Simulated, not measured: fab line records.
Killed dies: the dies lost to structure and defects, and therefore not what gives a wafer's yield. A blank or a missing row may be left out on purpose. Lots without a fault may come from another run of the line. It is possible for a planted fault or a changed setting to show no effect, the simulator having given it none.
fab line records :: flow sky130
record
  lots=14
  wafers=42
  lastDay=50
route steps=708 shown SD_N@351
lots that met no fault: taken from a fault-free run of the same line
startH: start of the lot's first displayed wafer, in hours after the record's first day :: waitH: hours elapsed since this lot's preceding step :: " the same as in the row above :: L1.1+2: several wafers, shown together as one row :: - value missing, or start not given :: * or withheld: withheld :: < > ~ a bound
route shown NAME@n: names a module that has steps shown in the file, with the first one's number in the route :: usual: mean and standard deviation over wafers with no fault :: same: alike in all rows :: chamber/n: place in a boat :: sites: the reading at each site :: _std_site: the standard deviation of these :: _edge_site: mean of outer sites minus mean of inner sites :: radiusMm: how far each site lies from the wafer's centre :: mask NAME#n: copy n :: behind: tool/chamber where the wafer was last shaped :: hold: why the lot was held/for how many hours/how that ended :: device: the transistor (n, p or np) that didn't switch :: end of line: at the end of the route, the tests of the same wafers :: a step with no rows: only its recipe :: killed: the dies lost at the first sort to structure and to defects; this is not the yield of the wafer :: map: shows each die of a wafer: x if killed, . if not, _ if none is there
set.NAME: setting as actually run; set.NAME@STEP: the setting as run at that earlier step :: model.NAME: the simulator's own value behind a step, which no gauge read
route steps across a sampled set of lots; one table per step, one row per wafer
services: when a tool's chamber went out of use (startH, in hours from the record's first day, below 0 if earlier), for how many hours, and the reason
## steps
# step SKY_SD_N_IMPLANT_09
# recipe
  species=As
  energyKev=50
  doseCm2=4e+15
  tiltDeg=0
# usual
  doseIonsCm2=4e+15/4.8e+12
lot.wafer: L798.3
tool: implanter-03
chamber: 0
startH: 637.00
waitH: 0.1
doseIonsCm2: 3.999e+15

lot.wafer: L798.4
tool: implanter-03
chamber: 0
startH: 637.00
waitH: 0.1
doseIonsCm2: 4.001e+15

lot.wafer: L798.5
tool: implanter-03
chamber: 0
startH: 637.00
waitH: 0.1
doseIonsCm2: 4.006e+15

lot.wafer: L799.1
tool: implanter-03
chamber: 0
startH: 650.03
waitH: 0.0
doseIonsCm2: 4.001e+15

lot.wafer: L799.4
tool: implanter-03
chamber: 0
startH: 650.03
waitH: 0.0
doseIonsCm2: 4e+15

lot.wafer: L799.6
tool: implanter-03
chamber: 0
startH: 650.03
waitH: 0.0
doseIonsCm2: 3.996e+15

lot.wafer: L802.3
tool: implanter-02
chamber: 0
startH: 683.43
waitH: 0.1
doseIonsCm2: 3.999e+15

lot.wafer: L802.4
tool: implanter-02
chamber: 0
startH: 683.43
waitH: 0.1
doseIonsCm2: 3.997e+15

lot.wafer: L802.6
tool: implanter-02
chamber: 0
startH: 683.43
waitH: 0.1
doseIonsCm2: 4e+15

lot.wafer: L804.2
tool: implanter-02
chamber: 0
startH: 702.56
waitH: 0.0
doseIonsCm2: 3.998e+15

lot.wafer: L804.4
tool: implanter-02
chamber: 0
startH: 702.56
waitH: 0.0
doseIonsCm2: 3.989e+15

lot.wafer: L804.6
tool: implanter-02
chamber: 0
startH: 702.56
waitH: 0.0
doseIonsCm2: 4e+15

lot.wafer: L805.3
tool: implanter-02
chamber: 0
startH: 711.54
waitH: 0.1
doseIonsCm2: 4e+15

lot.wafer: L805.4
tool: implanter-02
chamber: 0
startH: 711.54
waitH: 0.1
doseIonsCm2: 3.997e+15

lot.wafer: L805.5
tool: implanter-02
chamber: 0
startH: 711.54
waitH: 0.1
doseIonsCm2: 4.004e+15

lot.wafer: L807.1
tool: implanter-03
chamber: 0
startH: 721.38
waitH: 0.0
doseIonsCm2: 3.999e+15

lot.wafer: L807.3
tool: implanter-03
chamber: 0
startH: 721.38
waitH: 0.0
doseIonsCm2: 4.003e+15

lot.wafer: L807.5
tool: implanter-03
chamber: 0
startH: 721.38
waitH: 0.0
doseIonsCm2: 4.001e+15

lot.wafer: L808.2
tool: implanter-03
chamber: 0
startH: 729.03
waitH: 0.0
doseIonsCm2: 4.003e+15

lot.wafer: L808.3
tool: implanter-03
chamber: 0
startH: 729.03
waitH: 0.0
doseIonsCm2: 3.993e+15

lot.wafer: L808.4
tool: implanter-03
chamber: 0
startH: 729.03
waitH: 0.0
doseIonsCm2: 3.993e+15

lot.wafer: L809.2
tool: implanter-01
chamber: 0
startH: 735.93
waitH: 0.0
doseIonsCm2: 4.008e+15

lot.wafer: L809.3
tool: implanter-01
chamber: 0
startH: 735.93
waitH: 0.0
doseIonsCm2: 4.007e+15

lot.wafer: L809.6
tool: implanter-01
chamber: 0
startH: 735.93
waitH: 0.0
doseIonsCm2: 3.994e+15

lot.wafer: L810.1
tool: implanter-02
chamber: 0
startH: 746.03
waitH: 0.0
doseIonsCm2: 4e+15

lot.wafer: L810.2
tool: implanter-02
chamber: 0
startH: 746.03
waitH: 0.0
doseIonsCm2: 4.002e+15

lot.wafer: L810.4
tool: implanter-02
chamber: 0
startH: 746.03
waitH: 0.0
doseIonsCm2: 3.995e+15

lot.wafer: L812.2
tool: implanter-01
chamber: 0
startH: 765.27
waitH: 0.0
doseIonsCm2: 3.997e+15

lot.wafer: L812.4
tool: implanter-01
chamber: 0
startH: 765.27
waitH: 0.0
doseIonsCm2: 3.992e+15

lot.wafer: L812.6
tool: implanter-01
chamber: 0
startH: 765.27
waitH: 0.0
doseIonsCm2: 3.997e+15

lot.wafer: L814.3
tool: implanter-01
chamber: 0
startH: 773.18
waitH: 0.1
doseIonsCm2: 3.696e+15

lot.wafer: L814.5
tool: implanter-01
chamber: 0
startH: 773.18
waitH: 0.1
doseIonsCm2: 3.692e+15

lot.wafer: L814.6
tool: implanter-01
chamber: 0
startH: 773.18
waitH: 0.1
doseIonsCm2: 3.696e+15

lot.wafer: L815.1
tool: implanter-03
chamber: 0
startH: 788.93
waitH: 0.0
doseIonsCm2: 3.998e+15

lot.wafer: L815.3
tool: implanter-03
chamber: 0
startH: 788.93
waitH: 0.0
doseIonsCm2: 4e+15

lot.wafer: L815.4
tool: implanter-03
chamber: 0
startH: 788.93
waitH: 0.0
doseIonsCm2: 4e+15

lot.wafer: L816.2
tool: implanter-01
chamber: 0
startH: 792.02
waitH: 0.0
doseIonsCm2: 3.68e+15

lot.wafer: L816.5
tool: implanter-01
chamber: 0
startH: 792.02
waitH: 0.0
doseIonsCm2: 3.687e+15

lot.wafer: L816.6
tool: implanter-01
chamber: 0
startH: 792.02
waitH: 0.0
doseIonsCm2: 3.684e+15

lot.wafer: L818.1
tool: implanter-03
chamber: 0
startH: 809.35
waitH: 0.0
doseIonsCm2: 4.008e+15

lot.wafer: L818.2
tool: implanter-03
chamber: 0
startH: 809.35
waitH: 0.0
doseIonsCm2: 4.005e+15

lot.wafer: L818.3
tool: implanter-03
chamber: 0
startH: 809.35
waitH: 0.0
doseIonsCm2: 4.006e+15
# step SKY_SD_N_STRIP_11
# recipe
  chemistry=O2/N2
  powerW=1400
  pressureMtorr=1500
  platenTempC=withheld
  o2FlowSccm=3000
  n2FlowSccm=300
  overashFraction=0.5
# usual
  drypumpMotorCurrentA=5.9/0.4
  oesProductAu=0.528/0.0047
  stripTimeToEndpointS=22.56/0.037
lot.wafer: L798.3
tool: plasmaAsher-03
chamber: 1
startH: 637.28
waitH: 0.1
drypumpMotorCurrentA: 5.9
oesProductAu: 0.524
rfHoursCounterH: -
stripTimeToEndpointS: 22.56

lot.wafer: L798.4
tool: plasmaAsher-03
chamber: 0
startH: 637.28
waitH: 0.1
drypumpMotorCurrentA: 5.7
oesProductAu: 0.533
rfHoursCounterH: -
stripTimeToEndpointS: 22.54

lot.wafer: L798.5
tool: plasmaAsher-03
chamber: 1
startH: 637.28
waitH: 0.1
drypumpMotorCurrentA: 5.9
oesProductAu: 0.530
rfHoursCounterH: -
stripTimeToEndpointS: 22.53

lot.wafer: L799.1
tool: plasmaAsher-02
chamber: 1
startH: 650.33
waitH: 0.1
drypumpMotorCurrentA: 5.1
oesProductAu: 0.530
rfHoursCounterH: 96
stripTimeToEndpointS: 22.55

lot.wafer: L799.4
tool: plasmaAsher-02
chamber: 1
startH: 650.33
waitH: 0.1
drypumpMotorCurrentA: 5.1
oesProductAu: 0.517
rfHoursCounterH: -
stripTimeToEndpointS: 22.58

lot.wafer: L799.6
tool: plasmaAsher-02
chamber: 0
startH: 650.33
waitH: 0.1
drypumpMotorCurrentA: 6.4
oesProductAu: 0.525
rfHoursCounterH: -
stripTimeToEndpointS: 22.59

lot.wafer: L802.3
tool: plasmaAsher-03
chamber: 1
startH: 683.72
waitH: 0.1
drypumpMotorCurrentA: 5.9
oesProductAu: 0.528
rfHoursCounterH: -
stripTimeToEndpointS: 22.58

lot.wafer: L802.4
tool: plasmaAsher-03
chamber: 0
startH: 683.72
waitH: 0.1
drypumpMotorCurrentA: 5.7
oesProductAu: 0.524
rfHoursCounterH: -
stripTimeToEndpointS: 22.57

lot.wafer: L802.6
tool: plasmaAsher-03
chamber: 0
startH: 683.72
waitH: 0.1
drypumpMotorCurrentA: 5.7
oesProductAu: 0.531
rfHoursCounterH: -
stripTimeToEndpointS: 22.59

lot.wafer: L804.2
tool: plasmaAsher-01
chamber: 1
startH: 702.83
waitH: 0.1
drypumpMotorCurrentA: 6.0
oesProductAu: 0.532
rfHoursCounterH: 89
stripTimeToEndpointS: 22.54

lot.wafer: L804.4
tool: plasmaAsher-01
chamber: 0
startH: 702.83
waitH: 0.1
drypumpMotorCurrentA: 6.1
oesProductAu: 0.526
rfHoursCounterH: -
stripTimeToEndpointS: 22.54

lot.wafer: L804.6
tool: plasmaAsher-01
chamber: 1
startH: 702.83
waitH: 0.1
drypumpMotorCurrentA: 6.0
oesProductAu: 0.530
rfHoursCounterH: -
stripTimeToEndpointS: 22.58

lot.wafer: L805.3
tool: plasmaAsher-01
chamber: 1
startH: 711.83
waitH: 0.1
drypumpMotorCurrentA: 5.9
oesProductAu: 0.519
rfHoursCounterH: -
stripTimeToEndpointS: 22.53

lot.wafer: L805.4
tool: plasmaAsher-01
chamber: 0
startH: 711.83
waitH: 0.1
drypumpMotorCurrentA: 6.1
oesProductAu: 0.535
rfHoursCounterH: -
stripTimeToEndpointS: 22.54

lot.wafer: L805.5
tool: plasmaAsher-01
chamber: 0
startH: 711.83
waitH: 0.1
drypumpMotorCurrentA: 6.1
oesProductAu: 0.522
rfHoursCounterH: -
stripTimeToEndpointS: 22.52

lot.wafer: L807.1
tool: plasmaAsher-01
chamber: 0
startH: 721.68
waitH: 0.1
drypumpMotorCurrentA: 6.1
oesProductAu: 0.527
rfHoursCounterH: 91
stripTimeToEndpointS: 22.56

lot.wafer: L807.3
tool: plasmaAsher-01
chamber: 0
startH: 721.68
waitH: 0.1
drypumpMotorCurrentA: 6.2
oesProductAu: 0.529
rfHoursCounterH: -
stripTimeToEndpointS: 22.59

lot.wafer: L807.5
tool: plasmaAsher-01
chamber: 0
startH: 721.68
waitH: 0.1
drypumpMotorCurrentA: 6.1
oesProductAu: 0.528
rfHoursCounterH: -
stripTimeToEndpointS: 22.55

lot.wafer: L808.2
tool: plasmaAsher-03
chamber: 0
startH: 729.30
waitH: 0.1
drypumpMotorCurrentA: 5.7
oesProductAu: 0.533
rfHoursCounterH: 28
stripTimeToEndpointS: 22.53

lot.wafer: L808.3
tool: plasmaAsher-03
chamber: 1
startH: 729.30
waitH: 0.1
drypumpMotorCurrentA: 5.9
oesProductAu: 0.522
rfHoursCounterH: -
stripTimeToEndpointS: 22.47

lot.wafer: L808.4
tool: plasmaAsher-03
chamber: 0
startH: 729.30
waitH: 0.1
drypumpMotorCurrentA: 5.7
oesProductAu: 0.531
rfHoursCounterH: -
stripTimeToEndpointS: 22.53

lot.wafer: L809.2
tool: plasmaAsher-01
chamber: 1
startH: 736.20
waitH: 0.1
drypumpMotorCurrentA: 6.0
oesProductAu: 0.533
rfHoursCounterH: 92
stripTimeToEndpointS: 22.60

lot.wafer: L809.3
tool: plasmaAsher-01
chamber: 1
startH: 736.20
waitH: 0.1
drypumpMotorCurrentA: 5.9
oesProductAu: 0.533
rfHoursCounterH: -
stripTimeToEndpointS: 22.60

lot.wafer: L809.6
tool: plasmaAsher-01
chamber: 0
startH: 736.20
waitH: 0.1
drypumpMotorCurrentA: 6.1
oesProductAu: 0.532
rfHoursCounterH: -
stripTimeToEndpointS: 22.59

lot.wafer: L810.1
tool: plasmaAsher-02
chamber: 1
startH: 746.33
waitH: 0.1
drypumpMotorCurrentA: 5.0
oesProductAu: 0.525
rfHoursCounterH: 0
stripTimeToEndpointS: 22.62

lot.wafer: L810.2
tool: plasmaAsher-02
chamber: 0
startH: 746.33
waitH: 0.1
drypumpMotorCurrentA: 6.4
oesProductAu: 0.527
rfHoursCounterH: 0
stripTimeToEndpointS: 22.57

lot.wafer: L810.4
tool: plasmaAsher-02
chamber: 0
startH: 746.33
waitH: 0.1
drypumpMotorCurrentA: 6.4
oesProductAu: 0.530
rfHoursCounterH: -
stripTimeToEndpointS: 22.61

lot.wafer: L812.2
tool: plasmaAsher-02
chamber: 0
startH: 765.54
waitH: 0.1
drypumpMotorCurrentA: 6.4
oesProductAu: 0.527
rfHoursCounterH: 2
stripTimeToEndpointS: 22.56

lot.wafer: L812.4
tool: plasmaAsher-02
chamber: 1
startH: 765.54
waitH: 0.1
drypumpMotorCurrentA: 5.1
oesProductAu: 0.538
rfHoursCounterH: -
stripTimeToEndpointS: 22.57

lot.wafer: L812.6
tool: plasmaAsher-02
chamber: 1
startH: 765.54
waitH: 0.1
drypumpMotorCurrentA: 5.0
oesProductAu: 0.526
rfHoursCounterH: -
stripTimeToEndpointS: 22.55

lot.wafer: L814.3
tool: plasmaAsher-01
chamber: 1
startH: 773.47
waitH: 0.1
drypumpMotorCurrentA: 5.9
oesProductAu: 0.533
rfHoursCounterH: -
stripTimeToEndpointS: 22.24

lot.wafer: L814.5
tool: plasmaAsher-01
chamber: 0
startH: 773.47
waitH: 0.1
drypumpMotorCurrentA: 6.1
oesProductAu: 0.529
rfHoursCounterH: -
stripTimeToEndpointS: 22.20

lot.wafer: L814.6
tool: plasmaAsher-01
chamber: 1
startH: 773.47
waitH: 0.1
drypumpMotorCurrentA: 6.0
oesProductAu: 0.531
rfHoursCounterH: -
stripTimeToEndpointS: 22.28

lot.wafer: L815.1
tool: plasmaAsher-02
chamber: 0
startH: 789.23
waitH: 0.1
drypumpMotorCurrentA: 6.5
oesProductAu: 0.527
rfHoursCounterH: 5
stripTimeToEndpointS: 22.57

lot.wafer: L815.3
tool: plasmaAsher-02
chamber: 1
startH: 789.23
waitH: 0.1
drypumpMotorCurrentA: 5.1
oesProductAu: 0.538
rfHoursCounterH: -
stripTimeToEndpointS: 22.60

lot.wafer: L815.4
tool: plasmaAsher-02
chamber: 0
startH: 789.23
waitH: 0.1
drypumpMotorCurrentA: 6.4
oesProductAu: 0.535
rfHoursCounterH: -
stripTimeToEndpointS: 22.61

lot.wafer: L816.2
tool: plasmaAsher-03
chamber: 0
startH: 792.29
waitH: 0.1
drypumpMotorCurrentA: 5.7
oesProductAu: 0.537
rfHoursCounterH: 35
stripTimeToEndpointS: 22.27

lot.wafer: L816.5
tool: plasmaAsher-03
chamber: 0
startH: 792.29
waitH: 0.1
drypumpMotorCurrentA: 5.7
oesProductAu: 0.539
rfHoursCounterH: -
stripTimeToEndpointS: 22.23

lot.wafer: L816.6
tool: plasmaAsher-03
chamber: 1
startH: 792.29
waitH: 0.1
drypumpMotorCurrentA: 5.9
oesProductAu: 0.535
rfHoursCounterH: -
stripTimeToEndpointS: 22.28

lot.wafer: L818.1
tool: plasmaAsher-01
chamber: 1
startH: 809.65
waitH: 0.1
drypumpMotorCurrentA: 5.9
oesProductAu: 0.527
rfHoursCounterH: 100
stripTimeToEndpointS: 22.52

lot.wafer: L818.2
tool: plasmaAsher-01
chamber: 0
startH: 809.65
waitH: 0.1
drypumpMotorCurrentA: 6.1
oesProductAu: 0.527
rfHoursCounterH: 100
stripTimeToEndpointS: 22.53

lot.wafer: L818.3
tool: plasmaAsher-01
chamber: 1
startH: 809.65
waitH: 0.1
drypumpMotorCurrentA: 6.0
oesProductAu: 0.532
rfHoursCounterH: -
stripTimeToEndpointS: 22.54
# step SKY_SD_N_RS_MEAS_16
# recipe
  thkMeasGauge=four-point-probe
# usual
  SD_N_RS=68.48/0.13
lot.wafer: L798.3
tool: filmMetro-04
chamber: -
startH: 637.73
waitH: 0.1
SD_N_RS[ohm/sq]: 68.32

lot.wafer: L798.4
tool: filmMetro-04
chamber: -
startH: 637.73
waitH: 0.1
SD_N_RS[ohm/sq]: 68.25

lot.wafer: L798.5
tool: filmMetro-04
chamber: -
startH: 637.73
waitH: 0.1
SD_N_RS[ohm/sq]: 68.31

lot.wafer: L799.1
tool: filmMetro-02
chamber: -
startH: 650.72
waitH: 0.1
SD_N_RS[ohm/sq]: 68.57

lot.wafer: L799.4
tool: filmMetro-02
chamber: -
startH: 650.72
waitH: 0.1
SD_N_RS[ohm/sq]: 68.47

lot.wafer: L799.6
tool: filmMetro-02
chamber: -
startH: 650.72
waitH: 0.1
SD_N_RS[ohm/sq]: 68.51

lot.wafer: L802.3
tool: filmMetro-03
chamber: -
startH: 684.11
waitH: 0.1
SD_N_RS[ohm/sq]: 68.60

lot.wafer: L802.4
tool: filmMetro-03
chamber: -
startH: 684.11
waitH: 0.1
SD_N_RS[ohm/sq]: 68.44

lot.wafer: L802.6
tool: filmMetro-03
chamber: -
startH: 684.11
waitH: 0.1
SD_N_RS[ohm/sq]: 68.53

lot.wafer: L804.2
tool: filmMetro-03
chamber: -
startH: 703.24
waitH: 0.1
SD_N_RS[ohm/sq]: 68.61

lot.wafer: L804.4
tool: filmMetro-03
chamber: -
startH: 703.24
waitH: 0.1
SD_N_RS[ohm/sq]: 68.49

lot.wafer: L804.6
tool: filmMetro-03
chamber: -
startH: 703.24
waitH: 0.1
SD_N_RS[ohm/sq]: 68.49

lot.wafer: L805.3
tool: filmMetro-04
chamber: -
startH: 712.22
waitH: 0.1
SD_N_RS[ohm/sq]: 68.55

lot.wafer: L805.4
tool: filmMetro-04
chamber: -
startH: 712.22
waitH: 0.1
SD_N_RS[ohm/sq]: 68.35

lot.wafer: L805.5
tool: filmMetro-04
chamber: -
startH: 712.22
waitH: 0.1
SD_N_RS[ohm/sq]: 68.52

lot.wafer: L807.1
tool: filmMetro-02
chamber: -
startH: 722.07
waitH: 0.1
SD_N_RS[ohm/sq]: 68.44

lot.wafer: L807.3
tool: filmMetro-02
chamber: -
startH: 722.07
waitH: 0.1
SD_N_RS[ohm/sq]: 68.46

lot.wafer: L807.5
tool: filmMetro-02
chamber: -
startH: 722.07
waitH: 0.1
SD_N_RS[ohm/sq]: 68.67

lot.wafer: L808.2
tool: filmMetro-04
chamber: -
startH: 729.70
waitH: 0.1
SD_N_RS[ohm/sq]: 68.05

lot.wafer: L808.3
tool: filmMetro-04
chamber: -
startH: 729.70
waitH: 0.1
SD_N_RS[ohm/sq]: 68.29

lot.wafer: L808.4
tool: filmMetro-04
chamber: -
startH: 729.70
waitH: 0.1
SD_N_RS[ohm/sq]: 68.44

lot.wafer: L809.2
tool: filmMetro-02
chamber: -
startH: 736.60
waitH: 0.1
SD_N_RS[ohm/sq]: 68.63

lot.wafer: L809.3
tool: filmMetro-02
chamber: -
startH: 736.60
waitH: 0.1
SD_N_RS[ohm/sq]: 68.56

lot.wafer: L809.6
tool: filmMetro-02
chamber: -
startH: 736.60
waitH: 0.1
SD_N_RS[ohm/sq]: 68.22

lot.wafer: L810.1
tool: filmMetro-02
chamber: -
startH: 746.77
waitH: 0.1
SD_N_RS[ohm/sq]: 68.43

lot.wafer: L810.2
tool: filmMetro-02
chamber: -
startH: 746.77
waitH: 0.1
SD_N_RS[ohm/sq]: 68.42

lot.wafer: L810.4
tool: filmMetro-02
chamber: -
startH: 746.77
waitH: 0.1
SD_N_RS[ohm/sq]: 68.48

lot.wafer: L812.2
tool: filmMetro-03
chamber: -
startH: 765.95
waitH: 0.1
SD_N_RS[ohm/sq]: 68.33

lot.wafer: L812.4
tool: filmMetro-03
chamber: -
startH: 765.95
waitH: 0.1
SD_N_RS[ohm/sq]: 68.41

lot.wafer: L812.6
tool: filmMetro-03
chamber: -
startH: 765.95
waitH: 0.1
SD_N_RS[ohm/sq]: 68.51

lot.wafer: L814.3
tool: filmMetro-04
chamber: -
startH: 773.86
waitH: 0.1
SD_N_RS[ohm/sq]: 69.19

lot.wafer: L814.5
tool: filmMetro-04
chamber: -
startH: 773.86
waitH: 0.1
SD_N_RS[ohm/sq]: 69.08

lot.wafer: L814.6
tool: filmMetro-04
chamber: -
startH: 773.86
waitH: 0.1
SD_N_RS[ohm/sq]: 69.07

lot.wafer: L815.1
tool: filmMetro-04
chamber: -
startH: 789.63
waitH: 0.1
SD_N_RS[ohm/sq]: 68.31

lot.wafer: L815.3
tool: filmMetro-04
chamber: -
startH: 789.63
waitH: 0.1
SD_N_RS[ohm/sq]: 68.28

lot.wafer: L815.4
tool: filmMetro-04
chamber: -
startH: 789.63
waitH: 0.1
SD_N_RS[ohm/sq]: 68.31

lot.wafer: L816.2
tool: filmMetro-02
chamber: -
startH: 792.70
waitH: 0.1
SD_N_RS[ohm/sq]: 69.16

lot.wafer: L816.5
tool: filmMetro-02
chamber: -
startH: 792.70
waitH: 0.1
SD_N_RS[ohm/sq]: 69.15

lot.wafer: L816.6
tool: filmMetro-02
chamber: -
startH: 792.70
waitH: 0.1
SD_N_RS[ohm/sq]: 69.24

lot.wafer: L818.1
tool: filmMetro-02
chamber: -
startH: 810.03
waitH: 0.1
SD_N_RS[ohm/sq]: 68.53

lot.wafer: L818.2
tool: filmMetro-02
chamber: -
startH: 810.03
waitH: 0.1
SD_N_RS[ohm/sq]: 68.60

lot.wafer: L818.3
tool: filmMetro-02
chamber: -
startH: 810.03
waitH: 0.1
SD_N_RS[ohm/sq]: 68.65
## services
tool: implanter-02
chamber: -
startH: 620.50
hours: 4.0
kind: pm

tool: plasmaAsher-01
chamber: -
startH: 621.18
hours: 0.3
kind: repair

tool: implanter-01
chamber: -
startH: 688.34
hours: 2.0
kind: repair

tool: implanter-02
chamber: -
startH: 719.57
hours: 2.8
kind: pm

tool: implanter-01
chamber: -
startH: 723.06
hours: 0.9
kind: repair

tool: implanter-01
chamber: -
startH: 724.28
hours: 8.7
kind: repair

tool: plasmaAsher-02
chamber: -
startH: 733.75
hours: 9.0
kind: pm

tool: plasmaAsher-02
chamber: 0
startH: 733.75
hours: 9.0
kind: ventCycle

tool: plasmaAsher-02
chamber: 1
startH: 733.75
hours: 9.0
kind: ventCycle

tool: implanter-01
chamber: -
startH: 742.09
hours: 19.3
kind: repair

tool: plasmaAsher-02
chamber: 0
startH: 742.75
hours: -
kind: clean

tool: plasmaAsher-02
chamber: 1
startH: 742.75
hours: -
kind: clean

tool: plasmaAsher-01
chamber: -
startH: 744.21
hours: 7.7
kind: repair

tool: implanter-02
chamber: -
startH: 766.64
hours: 5.1
kind: repair

tool: plasmaAsher-02
chamber: -
startH: 770.56
hours: 0.5
kind: repair
## key
firstSign
  step=SKY_SD_N_IMPLANT_09
  reading=doseIonsCm2
  direction=down
  sigmas=64
  usual=*
  struck=*
effect
  step=SKY_SD_N_STRIP_11
  reading=stripTimeToEndpointS
  direction=down
  sigmas=8.4
  usual=*
  struck=*
effect
  step=SKY_SD_N_RS_MEAS_16
  reading=SD_N_RS
  direction=up
  sigmas=5.3
  usual=68.48
  struck=69.15
metAt SKY_SD_N_IMPLANT_09
struckLots L814,L816
testerLeftOut L814,L816
onsetBetween 765.27 773.18
fault
  kind=processParameterDrift
  tool=implanter-01
  chamber=-
  onsetH=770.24
  steps=SKY_SD_N_IMPLANT_09
  channel=doseCm2
  offset=*
  shape=step
  endH=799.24
  actsIn=*
  stated=*
# testerLeftOut: of these lots the tester's yield and bins aren't shown, on N5 and GAA mostly nor the transistor test; their killed dies are dies lost to structure and defects alone, not to doping, threshold or leakage, so they don't give the yield
